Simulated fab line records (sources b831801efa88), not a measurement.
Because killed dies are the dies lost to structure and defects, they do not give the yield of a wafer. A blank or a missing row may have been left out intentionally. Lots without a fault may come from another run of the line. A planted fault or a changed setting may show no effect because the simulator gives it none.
Matching of chambers -- flow gf180mcu -- GF_V3_CVD_02 on pecvd-03 has 3 sister chambers
The step deposits SiO2 from TEOS, target thk 850 nm, time 94.851 s. 6 wafers are shown with their chamber, then 12 later ones without.

== WAFERS WITH THEIR CHAMBER ==
wafer,chamber,heaterPowerW (W)
L087.3,0,675
L087.5,1,733
L087.6,0,545
L089.2,1,901
L089.3,2,557
L089.4,2,644

== WAFERS WITHOUT THEIR CHAMBER ==
wafer,heaterPowerW (W)
L093.1,644
L093.4,805
L093.6,576
L094.1,851
L094.2,604
L094.3,639
L095.1,671
L095.3,828
L095.4,641
L096.1,848
L096.2,637
L096.4,906

== WHICH CHAMBER EACH ONE RAN IN ==
wafer,from the rows above,in truth
L093.1,can't be placed: 0 or 2 or 1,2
L093.4,can't be placed: 1 or 0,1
L093.6,can't be placed: 2 or 0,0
L094.1,1,1
L094.2,can't be placed: 2 or 0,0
L094.3,can't be placed: 0 or 2 or 1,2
L095.1,can't be placed: 0 or 2 or 1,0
L095.3,1,1
L095.4,can't be placed: 0 or 2 or 1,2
L096.1,1,1
L096.2,can't be placed: 0 or 2 or 1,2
L096.4,1,1
Placed correctly: 4 of 12. Can't be placed from these rows: 8 (the true chamber is among the candidates in 8). Wrongly placed: 0.
How it was worked out, from the rows above alone: a wafer's distance from a chamber is the root of the sum, over the readings, of the square of ((its reading less the chamber's mean) divided by the reading's scatter). The wafer belongs to the nearest chamber; if the next one is less than 2 further off, it can't be placed. A chamber's mean is the mean of its shown wafers. How the scatter is found: for the shown wafers, subtract from each reading the mean of its chamber, square and add these, divide the total by (wafers less chambers), then take the root.
